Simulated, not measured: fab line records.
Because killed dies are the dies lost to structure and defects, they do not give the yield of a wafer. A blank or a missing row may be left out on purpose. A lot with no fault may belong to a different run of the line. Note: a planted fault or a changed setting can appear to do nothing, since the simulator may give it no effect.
fab line records	flow sky130
[record] lots = 12	wafers = 36	lastDay = 49
route steps=708 shown CONTACT@408 METAL1@439
lots that met no fault: from a run of the same line without faults
startH: hours from the record's opening day to when the first of the lot's shown wafers began	waitH: hours elapsed since this lot's preceding step	" as in the row above	L1.1+2: several wafers, shown together as one row	- no value present, or no start provided	* or withheld: withheld	< > ~ a bound
route shown NAME@n: a module of which the file shows steps, and the number in the route of the first	usual: mean/standard deviation taken from wafers without a fault	same: alike in all rows	chamber/n: place in a boat	sites: readings site by site	_std_site: the values' standard deviation	_edge_site: outer sites' mean less inner sites'	radiusMm: how far each site lies from the wafer's centre	mask NAME#n: copy n	behind: the last tool/chamber to shape the wafer	hold: why the lot was held/for how many hours/how that ended	device: whichever transistor did not switch (one of n, p or np)	end of line: tests of these same wafers at the route's end	where a step has no rows: the recipe by itself	killed: not the wafer's yield, but the dies lost to structure and defects at the first sort	map: a wafer's dies, marking killed ones x, the rest . and places with no die _
set.NAME: setting as actually run; set.NAME@STEP: the setting as run at that earlier step	model.NAME: the simulator's own value behind a step, which no gauge read
a sample of lots followed through the steps of the route, with each step as a table and each wafer as a row
services: the hour from which a tool's chamber was out of use, counted from the record's first day as startH (under 0 if before that day), plus the number of hours and why
[[steps]]
[step SKY_CONTACT_HDPCVD_02]
[recipe] material = SiO2	targetThkNm = 565	sigmaOpenFrac = 0.3	timeS = 94.2	tempC = 600	sih4FlowSccm = 60	pressureMtorr = 6
lot.wafer	tool	chamber	startH	waitH
L683.2+3+5	hdpcvd-02	2,1,2	705.92	0.0
L684.2+5+6	hdpcvd-02	0,0,1	722.33	0.0
L685.1+4+6	hdpcvd-02	1,0,2	723.20	0.1
L687.2+4+5	hdpcvd-01	0,1,0	745.84	0.0
L689.1+3+6	hdpcvd-01	1,0,0	753.57	0.1
L690.1+2+5	hdpcvd-02	1,0,2	792.64	0.1
L695.1+2+3	hdpcvd-01	0,2,1	808.08	0.1
L696.1+2+6	hdpcvd-02	2,1,1	817.62	0.1
L697.1+2+4	hdpcvd-02	0,2,1	828.28	0.1
L699.3+4+6	hdpcvd-02	2,1,2	840.03	0.0
L702.2+3+4	hdpcvd-02	0,1,2	851.59	0.0
L703.1+3+5	hdpcvd-01	1,2,0	858.38	0.1
[step SKY_CONTACT_THK_MEAS_03]
[recipe] reads = SiO2_of_CONTACT_HDPCVD_02
[usual] CONTACT_HDPCVD_THK = 566/5.2
lot.wafer	tool	chamber	startH	waitH	CONTACT_HDPCVD_THK[nm]
L683.2	filmMetro-01	-	706.00	0.0	563
L683.3	"	-	"	"	564
L683.5	"	-	"	"	568
L684.2	filmMetro-04	-	722.41	0.0	560
L684.5	"	-	"	"	567
L684.6	"	-	"	"	566
L685.1	filmMetro-04	-	723.27	0.0	564
L685.4	"	-	"	"	557
L685.6	"	-	"	"	565
L687.2	filmMetro-01	-	745.92	0.0	564
L687.4	"	-	"	"	569
L687.5	"	-	"	"	568
L689.1	filmMetro-04	-	753.64	0.0	561
L689.3	"	-	"	"	553
L689.6	"	-	"	"	554
L690.1	filmMetro-02	-	792.71	0.0	571
L690.2	"	-	"	"	559
L690.5	"	-	"	"	571
L695.1	filmMetro-04	-	808.15	0.0	552
L695.2	"	-	"	"	566
L695.3	"	-	"	"	566
L696.1	filmMetro-01	-	817.69	0.0	565
L696.2	"	-	"	"	571
L696.6	"	-	"	"	568
L697.1	filmMetro-04	-	828.35	0.0	568
L697.2	"	-	"	"	569
L697.4	"	-	"	"	567
L699.3	filmMetro-01	-	840.12	0.1	852
L699.4	"	-	"	"	567
L699.6	"	-	"	"	853
L702.2	filmMetro-01	-	851.67	0.0	570
L702.3	"	-	"	"	575
L702.4	"	-	"	"	859
L703.1	filmMetro-04	-	858.45	0.0	563
L703.3	"	-	"	"	563
L703.5	"	-	"	"	562
[step SKY_CONTACT_CMP_04]
[recipe] material = SiO2	downForcePsi = 4	platenRpm = 60	padVelocityMS = 0.94248
[usual] motorCurrentA = 12.6/1.8	slurryFilterDpKPa = 13.51/0.15	timeToEndpointS = 81/4.1
lot.wafer	tool	chamber	startH	waitH	motorCurrentA	slurryFilterDpKPa	timeToEndpointS
L683.3	cmp-01	2	706.05	0.0	13.7	13.59	81
L683.2	"	1	"	"	14.4	13.51	80
L683.5	"	3	"	"	9.7	13.39	79
L684.2	cmp-01	3	722.56	0.1	9.6	13.83	75
L684.5	"	1	"	"	13.5	13.72	82
L684.6	"	2	"	"	13.4	13.17	81
L685.1	cmp-01	0	723.33	0.1	12.7	13.46	76
L685.4	"	3	"	"	9.5	13.31	76
L685.6	"	1	"	"	13.6	13.56	78
L687.4	cmp-01	3	746.02	0.1	9.5	13.46	82
L687.2	"	0	"	"	12.3	13.40	79
L687.5	"	2	"	"	14.5	13.50	90
L689.3	cmp-01	1	753.70	0.0	13.9	13.42	82
L689.1	"	0	"	"	12.6	13.45	82
L689.6	"	1	"	"	13.2	13.36	81
L690.1	cmp-02	3	792.87	0.1	15.1	13.28	85
L690.2	"	0	"	"	11.0	13.31	74
L690.5	"	2	"	"	13.3	13.58	79
L695.2	cmp-02	1	808.21	0.0	11.8	13.57	88
L695.3	"	2	"	"	13.7	13.25	82
L695.1	"	0	"	"	11.7	13.52	72
L696.1	cmp-02	1	817.80	0.1	11.7	13.61	84
L696.2	"	2	"	"	13.1	13.47	80
L696.6	"	0	"	"	11.2	13.53	75
L697.4	cmp-02	3	828.46	0.1	15.5	13.52	83
L697.2	"	0	"	"	10.5	13.63	75
L697.1	"	1	"	"	11.5	13.49	85
L699.3	cmp-02	0	840.21	0.1	10.5	13.67	176
L699.4	"	2	"	"	13.0	13.52	77
L699.6	"	3	"	"	15.0	13.51	181
L702.3	cmp-01	2	851.72	0.0	14.4	13.87	87
L702.2	"	3	"	"	9.4	13.57	81
L702.4	"	0	"	"	11.7	13.57	187
L703.1	cmp-02	1	858.61	0.1	11.6	13.31	83
L703.3	"	2	"	"	12.8	13.52	78
L703.5	"	0	"	"	10.7	13.70	74
[step SKY_CONTACT_CD_MEAS_14]
[recipe] targetCdNm = 170
[usual] cdNm = 169.9/1.5
lot.wafer	tool	chamber	startH	waitH	cdNm
L683.2	cdSem-01	-	734.74	-	169.4
L683.3	"	-	"	"	169.8
L683.5	"	-	"	"	170.6
L684.2	cdSem-01	-	750.40	-	168.7
L684.5	"	-	"	"	169.7
L684.6	"	-	"	"	170.6
L685.1	cdSem-01	-	751.22	-	168.5
L685.4	"	-	"	"	169.8
L685.6	"	-	"	"	168.6
L687.2	cdSem-01	-	773.70	-	169.5
L687.4	"	-	"	"	169.4
L687.5	"	-	"	"	168.1
L689.1	cdSem-02	-	781.63	-	167.7
L689.3	"	-	"	"	167.7
L689.6	"	-	"	"	168.8
L690.1	cdSem-02	-	819.12	-	168.8
L690.2	"	-	"	"	169.1
L690.5	"	-	"	"	170.2
L695.1	cdSem-02	-	835.53	-	173.1
L695.2	"	-	"	"	171.6
L695.3	"	-	"	"	173.4
L696.1	cdSem-01	-	844.83	-	170.3
L696.2	"	-	"	"	171.3
L696.6	"	-	"	"	170.6
L697.1	cdSem-01	-	855.17	-	169.4
L697.2	"	-	"	"	170.0
L697.4	"	-	"	"	169.7
L699.3	cdSem-01	-	866.52	-	170.1
L699.4	"	-	"	"	167.5
L699.6	"	-	"	"	167.7
L702.2	cdSem-01	-	877.20	-	168.9
L702.3	"	-	"	"	168.7
L702.4	"	-	"	"	166.7
L703.1	cdSem-02	-	884.33	-	169.5
L703.3	"	-	"	"	170.1
L703.5	"	-	"	"	169.9
[step SKY_METAL1_RS_MEAS_05]
[recipe] thkMeasGauge = four-point-probe	reads = TiN_of_METAL1_SPUTTER_04+Ti_of_METAL1_SPUTTER_03+AlCu_of_METAL1_SPUTTER_02+TiN_of_METAL1_SPUTTER_01+Ti_of_METAL1_SPUTTER_00
[usual] METAL1_ALCU_RS = 0.1261/0.0016
lot.wafer	tool	chamber	startH	waitH	METAL1_ALCU_RS[ohm/sq]
L683.2	filmMetro-01	-	736.85	0.0	0.1261
L683.3	"	-	"	"	0.1265
L683.5	"	-	"	"	0.1264
L684.2	filmMetro-02	-	752.10	0.0	0.1245
L684.5	"	-	"	"	0.1240
L684.6	"	-	"	"	0.1241
L685.1	filmMetro-01	-	753.00	0.0	0.1253
L685.4	"	-	"	"	0.1266
L685.6	"	-	"	"	0.1287
L687.2	filmMetro-01	-	775.39	0.0	0.1286
L687.4	"	-	"	"	0.1278
L687.5	"	-	"	"	0.1276
L689.1	filmMetro-03	-	784.35	0.0	0.1295
L689.3	"	-	"	"	0.1270
L689.6	"	-	"	"	0.1290
L690.1	filmMetro-03	-	820.83	0.0	0.1282
L690.2	"	-	"	"	0.1255
L690.5	"	-	"	"	0.1265
L695.1	filmMetro-01	-	837.21	0.0	0.1268
L695.2	"	-	"	"	0.1262
L695.3	"	-	"	"	0.1257
L696.1	filmMetro-01	-	846.57	0.1	0.1269
L696.2	"	-	"	"	0.1261
L696.6	"	-	"	"	0.1270
L697.1	filmMetro-03	-	856.88	0.0	0.1251
L697.2	"	-	"	"	0.1256
L697.4	"	-	"	"	0.1280
L699.3	filmMetro-01	-	868.19	0.1	0.1239
L699.4	"	-	"	"	0.1231
L699.6	"	-	"	"	0.1237
L702.2	filmMetro-03	-	878.87	0.0	0.1247
L702.3	"	-	"	"	0.1241
L702.4	"	-	"	"	0.1223
L703.1	filmMetro-02	-	886.35	0.0	0.1268
L703.3	"	-	"	"	0.1262
L703.5	"	-	"	"	0.1276
[step SKY_METAL1_STRIP_20]
[recipe] chemistry = O2/N2	powerW = 1400	pressureMtorr = 1500	platenTempC = withheld	o2FlowSccm = 3000	n2FlowSccm = 300	overashFraction = 0.5
[usual] drypumpMotorCurrentA = 5.7/0.65	oesProductAu = 0.340/0.0053	stripTimeToEndpointS = 2.64/0.044
lot.wafer	tool	chamber	startH	waitH	drypumpMotorCurrentA	oesProductAu	rfHoursCounterH	stripTimeToEndpointS
L683.2	plasmaAsher-02	0	764.60	0.1	6.2	0.347	33	2.71
L683.3	"	1	"	"	5.2	0.348	-	2.68
L683.5	"	1	"	"	5.2	0.337	-	2.70
L684.2	plasmaAsher-01	1	778.90	0.1	5.4	0.345	61	2.72
L684.5	"	1	"	"	5.5	0.334	-	2.69
L684.6	"	0	"	"	6.2	0.351	-	2.66
L685.1	plasmaAsher-04	0	780.10	0.1	6.5	0.340	4	2.61
L685.4	"	0	"	"	6.5	0.330	-	2.64
L685.6	"	0	"	"	6.5	0.350	-	2.63
L687.2	plasmaAsher-04	1	802.72	0.1	4.7	0.346	6	2.60
L687.4	"	0	"	"	6.5	0.345	-	2.60
L687.5	"	1	"	"	4.7	0.344	-	2.59
L689.1	plasmaAsher-04	0	812.72	0.1	6.5	0.336	7	2.69
L689.3	"	1	"	"	4.7	0.334	-	2.62
L689.6	"	0	"	"	6.5	0.341	-	2.73
L690.1	plasmaAsher-01	0	847.92	0.1	6.2	0.336	66	2.65
L690.2	"	1	"	"	5.5	0.342	66	2.60
L690.5	"	0	"	"	6.1	0.344	-	2.62
L695.1	plasmaAsher-04	0	862.72	0.1	6.5	0.342	12	2.60
L695.2	"	1	"	"	4.7	0.335	12	2.67
L695.3	"	0	"	"	6.5	0.340	-	2.60
L696.1	plasmaAsher-01	1	872.32	0.1	5.4	0.334	69	2.56
L696.2	"	0	"	"	6.1	0.348	69	2.69
L696.6	"	1	"	"	5.4	0.347	-	2.68
L697.1	plasmaAsher-02	0	883.17	0.1	6.2	0.349	45	2.68
L697.2	"	1	"	"	5.2	0.330	45	2.60
L697.4	"	0	"	"	6.2	0.339	-	2.70
L699.3	plasmaAsher-04	0	894.35	0.1	6.5	0.338	-	2.65
L699.4	"	1	"	"	4.7	0.348	-	2.64
L699.6	"	1	"	"	4.7	0.348	-	2.62
L702.2	plasmaAsher-04	0	905.05	0.1	6.5	0.349	16	2.74
L702.3	"	1	"	"	4.7	0.340	-	2.68
L702.4	"	0	"	"	6.5	0.340	-	2.69
L703.1	plasmaAsher-04	0	911.87	0.1	6.5	0.333	17	2.57
L703.3	"	0	"	"	6.5	0.335	-	2.58
L703.5	"	0	"	"	6.5	0.336	-	2.60
[[services]]
tool	chamber	startH	hours	kind
plasmaAsher-04	-	683.13	2.8	pm
cmp-01	-	686.40	0.2	repair
hdpcvd-01	-	718.18	6.0	pm
plasmaAsher-02	-	718.73	1.0	repair
hdpcvd-02	-	724.21	0.8	repair
cmp-01	-	732.94	5.1	pm
plasmaAsher-04	-	733.75	9.0	pm
plasmaAsher-04	0	733.75	9.0	ventCycle
plasmaAsher-04	1	733.75	9.0	ventCycle
plasmaAsher-04	0	742.75	-	clean
cmp-02	-	751.43	4.0	pm
hdpcvd-01	-	756.36	4.3	pm
hdpcvd-01	0	761.16	1.7	repair
cmp-01	-	781.66	5.1	pm
hdpcvd-01	1	782.89	8.8	repair
plasmaAsher-04	-	784.45	4.2	repair
cmp-01	-	788.21	1.5	repair
plasmaAsher-01	-	794.23	10.0	pm
cmp-02	-	809.67	6.1	repair
cmp-02	-	821.56	0.5	repair
plasmaAsher-01	-	827.18	2.3	repair
cmp-02	-	848.98	3.1	repair
cmp-02	-	852.05	6.3	pm
cmp-01	-	881.30	1.6	repair
[[key]]
[firstSign] step = SKY_CONTACT_THK_MEAS_03	reading = CONTACT_HDPCVD_THK	direction = up	sigmas = 56	usual = 566	struck = 855
[effect] step = SKY_CONTACT_CMP_04	reading = timeToEndpointS	direction = up	sigmas = 24	usual = *	struck = *
metAt SKY_CONTACT_HDPCVD_02
struckLots L699,L702
struckWafers L699.3,L699.6,L702.4
testerLeftOut L699,L702
notActingAt SKY_CONTACT_CD_MEAS_14,SKY_METAL1_RS_MEAS_05,SKY_METAL1_STRIP_20
onsetBetween 828.28 840.03
[fault] kind = processParameterDrift	tool = hdpcvd-02	chamber = 2	onsetH = 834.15	steps = SKY_CONTACT_HDPCVD_02	channel = targetThkNm	offset = 282.84	shape = step	endH = 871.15	actsIn = theseRecipesOnly	stated = 565
// testerLeftOut: of these lots the tester's yield and bins aren't shown, on N5 and GAA mostly nor the transistor test; their killed dies are dies lost to structure and defects alone, not to doping, threshold or leakage, so they don't give the yield
